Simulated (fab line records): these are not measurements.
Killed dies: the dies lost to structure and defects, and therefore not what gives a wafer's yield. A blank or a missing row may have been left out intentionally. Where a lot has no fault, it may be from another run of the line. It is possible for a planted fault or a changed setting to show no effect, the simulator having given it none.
Which tool did it? | flow gf180mcu | 12 lots with 36 wafers sampled at 4 steps, on a route of 602 steps

## WHAT THE GAUGES SHOWED, per wafer
GF_STI_THK_MEAS_22.
lot  | measured    | on            | STI_OXIDATION_01_THK (nm)
L428 | day 2 09:54 | film metro-03 | 15.32 15.42 15.35
L429 | day 2 18:27 | film metro-01 | 15.53 15.33 15.35
L430 | day 2 20:58 | film metro-04 | 14.61 14.88 14.69
L431 | day 3 06:31 | film metro-04 | 14.92 15.38 15.29
L432 | day 3 09:05 | film metro-01 | 14.95 15.13 15.15
L434 | day 3 21:37 | film metro-01 | 15.08 15.10 15.41
L435 | day 4 00:17 | film metro-03 | 15.04 14.94 15.39
L437 | day 4 07:35 | film metro-01 | 14.88 15.15 14.86
L438 | day 4 12:53 | film metro-04 | 20.36 20.08 20.41 20.41 20.08 20.40
L439 | day 4 20:38 | film metro-03 | 20.18 19.96 20.11 20.16 20.05 20.11
L440 | day 4 22:27 | film metro-04 | 14.82 14.57 14.53
L447 | day 6 11:16 | film metro-03 | 15.21 15.59 15.32

GF_NWELL_OVL_MEAS_07.
lot  | measured    | on         | NWELL_OVL (nm)
L428 | day 3 14:19 | overlay-01 | -1.0 0.3 -1.3
L429 | day 4 00:18 | overlay-01 | -0.6 0.3 1.1
L430 | day 4 00:33 | overlay-01 | -2.3 -0.9 -1.8
L431 | day 4 13:16 | overlay-01 | -0.3 0.8 0.5
L432 | day 4 13:37 | overlay-01 | 3.3 2.0 2.7
L434 | day 5 07:12 | overlay-01 | -1.2 -0.1 -1.4
L435 | day 5 07:32 | overlay-02 | -0.2 0.8 0.1
L437 | day 5 16:00 | overlay-02 | 0.9 0.8 -0.1
L438 | day 5 19:31 | overlay-01 | -2.2 -2.9 -3.0
L439 | day 6 03:50 | overlay-02 | -0.5 -0.7 -0.3
L440 | day 6 07:23 | overlay-01 | 2.0 -0.6 1.3
L447 | day 7 20:46 | overlay-02 | 1.4 1.8 -0.1

GF_CONTACT_BOW_MEAS_05.
lot  | measured     | on            | CONTACT_BOW (um)
L428 | day 14 19:34 | film metro-02 | 53 63 65
L429 | day 15 21:24 | film metro-03 | 60 68 74
L430 | day 15 20:39 | film metro-02 | 62 60 73
L431 | day 16 08:55 | film metro-02 | 58 63 67
L432 | day 16 15:02 | film metro-03 | 87 73 68
L434 | day 17 14:56 | film metro-03 | 76 62 74
L435 | day 17 18:44 | film metro-04 | 60 70 73
L437 | day 18 00:41 | film metro-02 | 68 47 62
L438 | day 18 07:26 | film metro-02 | 68 61 55
L439 | day 18 20:23 | film metro-04 | 66 53 61
L440 | day 19 15:43 | film metro-03 | 66 50 40
L447 | day 22 02:13 | film metro-02 | 64 58 68

## EACH LOT AND THE TOOL THAT RAN IT (in order: tool; ch and the chambers of the sampled wafers; start)
lot  | GF_STI_OXIDATION_21
L428 | furnace-02 ch 0, day 2 08:47
L429 | furnace-02 ch 0, day 2 17:19
L430 | furnace-02 ch 0, day 2 19:50
L431 | furnace-01 ch 0, day 3 05:22
L432 | furnace-01 ch 0, day 3 07:57
L434 | furnace-02 ch 0, day 3 20:28
L435 | furnace-02 ch 0, day 3 23:09
L437 | furnace-02 ch 0, day 4 06:26
L438 | furnace-02 ch 0, day 4 11:46
L439 | furnace-02 ch 0, day 4 19:31
L440 | furnace-01 ch 0, day 4 21:19
L447 | furnace-01 ch 0, day 6 10:08
- GF_STI_OXIDATION_21: stabilise 600 s, purge 300 s, target thk 15 nm.

## WHAT THE TOOLS THEMSELVES READ (means of the sampled wafers that have a number; where no wafer has one, the mark that the record gives instead)
GF_STI_OXIDATION_21.
lot  | tool       | spike tc bottom C (C) | spike tc centre C (C) | spike tc lower C (C) | spike tc top C (C) | spike tc upper C (C) | tube center temp C (C) | tube_center_temp_C_max | zone power lower pct (%) | zone power upper pct (%)
L428 | furnace-02 | 1019.4                | 1001.8                | 999.9                | 1007.4             | 1000.5               | 1000                   | 1002.3                 | 24.4                     | 25.2
L429 | furnace-02 | 1018.5                | 1000.8                | 1000.9               | 1007.3             | 1001.0               | 1000                   | 1002.5                 | 24.3                     | 25.3
L430 | furnace-02 | 1019.8                | 1001.6                | 999.8                | 1006.6             | 999.6                | 1000                   | 1002.6                 | 24.5                     | 25.2
L431 | furnace-01 | 1020.1                | 999.3                 | 1000.6               | 1010.7             | 1001.3               | 1000                   | 1002.5                 | 22.3                     | 23.6
L432 | furnace-01 | 1019.6                | 1000.3                | 1001.6               | 1009.0             | 1000.4               | 1000                   | 1002.6                 | 22.2                     | 23.8
L434 | furnace-02 | 1019.5                | 1001.5                | 1000.6               | 1008.1             | 999.7                | 1000                   | 1002.9                 | 24.2                     | 25.1
L435 | furnace-02 | 1019.4                | 1002.6                | 1001.5               | 1007.3             | 1000.0               | 1000                   | 1002.4                 | 24.4                     | 25.3
L437 | furnace-02 | 1018.8                | 1000.8                | 1000.4               | 1007.9             | 1000.3               | 1000                   | 1002.6                 | 24.3                     | 25.4
L438 | furnace-02 | 1057.3                | 1039.5                | 1037.9               | 1044.6             | 1036.7               | 1038                   | 1040.3                 | 26.6                     | 27.6
L439 | furnace-02 | 1056.6                | 1038.9                | 1037.8               | 1044.1             | 1037.9               | 1038                   | 1040.3                 | 26.5                     | 27.8
L440 | furnace-01 | 1019.5                | 1000.6                | 999.9                | 1009.1             | 1001.9               | 1000                   | 1002.6                 | 22.2                     | 23.8
L447 | furnace-01 | 1020.1                | 1001.0                | 1001.0               | 1010.5             | 1001.8               | 1000                   | 1002.4                 | 22.5                     | 23.5

## THE ANSWER, worked out from the rows above alone
Rule: the usual values come from the lots themselves. The widest of any qualifying gaps counts: lots, ordered by their means at a reading, are off when they make up no more than a third of the lots, leave a main group of 4 or more, and stand apart from it by 3 or more times the standard deviation of that group's means. A main group is skipped when, at the precision printed for the reading in the tables above, its means are all equal. A lot without any number at a reading at which 4 lots or more have one is off too. Any other lot the step has rows for is counted as sound. After the gauges, taken in route order, come the tools' own readings; for these a lot's mean is taken, as printed above. At the first step where some lot is off, the reading lying furthest off is the one used; lots without a number count as furthest.
Off: L438, L439, at GF_STI_THK_MEAS_22 (STI_OXIDATION_01_THK). For the main group the mean is 15.11 nm and the standard deviation 0.25.
A tool fits if, at a process step before that reading, it ran every lot that is off, and no sound lot after the first of them. Not tried: the gauges at GF_STI_THK_MEAS_22; whatever is off there is also off at GF_STI_OXIDATION_21, on other tools, and gauge error can't account for it. One candidate fits, namely furnace-02 at GF_STI_OXIDATION_21. Its last sound lot is L437 (day 4 06:26), its first lot that is off L438 (day 4 11:46): a fault that began between those two fits.
The tool's own readings at GF_STI_OXIDATION_21 bear it out: on the lots that are off they differ by more than 5 times the standard deviation of the sound lots' means. spike tc bottom C reads 1056.9 C there against 1019.5 C on the sound lots; spike tc centre C reads 1039.2 C there against 1001.0 C on the sound lots; spike tc lower C reads 1037.8 C there against 1000.6 C on the sound lots; spike tc top C reads 1044.3 C there against 1008.4 C on the sound lots; spike tc upper C reads 1037.3 C there against 1000.6 C on the sound lots; tube center temp C reads 1038 C there against 1000 C on the sound lots; tube_center_temp_C_max reads 1040.3 there against 1002.5 on the sound lots.

## WHAT THE SIMULATOR HAD INSERTED
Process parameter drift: furnace-02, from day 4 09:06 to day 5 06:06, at GF_STI_OXIDATION_21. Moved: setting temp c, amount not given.
Shown lots that were struck: L438, L439. The rule above reached the same finding.
